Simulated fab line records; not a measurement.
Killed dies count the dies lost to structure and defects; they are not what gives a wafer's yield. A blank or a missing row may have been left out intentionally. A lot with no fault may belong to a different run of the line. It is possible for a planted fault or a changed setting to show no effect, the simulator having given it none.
Which of the tools did it?	flow sky130	36 wafers sampled from 12 lots at 1 step of a route of 708

== WHAT THE GAUGES SHOWED, per wafer ==
SKY_FIELD_ISO_THK_MEAS_02.
lot	measured	on	FIELD_ISO_OXIDATION_00_THK (nm)
L075	day 1 17:25	film-metro-01	12.12 12.01 12.21
L077	day 2 03:05	film-metro-03	11.93 11.80 11.89
L079	day 2 14:49	film-metro-03	12.19 12.28 12.24
L081	day 3 01:07	film-metro-04	11.82 11.91 11.75
L083	day 3 09:49	film-metro-01	12.07 12.11 11.98
L085	day 3 19:21	film-metro-01	12.42 12.46 12.45
L087	day 4 04:59	film-metro-03	12.13 12.06 12.23
L089	day 4 15:50	film-metro-01	12.03 12.28 12.23
L091	day 5 01:49	film-metro-01	12.11 12.18 12.18
L093	day 5 11:05	film-metro-01	11.99 11.99 12.21
L095	day 5 20:38	film-metro-03	12.19 12.23 12.40
L097	day 6 06:38	film-metro-01	12.10 12.37 12.13

== WHAT TOOL EACH LOT RAN ON (gives the tool, then ch and the chambers of the sampled wafers, and finally the start) ==
Record: no process step prior to these readings.

== THE ANSWER, worked out from the rows above alone ==
Rule: the lots themselves supply what counts as usual. The widest of any qualifying gaps counts: lots, ordered by their means at a reading, are off when they make up no more than a third of the lots, leave a main group of 4 or more, and stand apart from it by 3 or more times the standard deviation of that group's means. Not used: any main group whose means are identical at the precision the tables above print for the reading. Also off: a lot with no number at a reading for which 4 or more lots have one. Any other lot the step has rows for is counted as sound.
Nothing can be told from this: no lot is off at any reading shown.

== WHAT THE SIMULATOR HAD PUT IN ==
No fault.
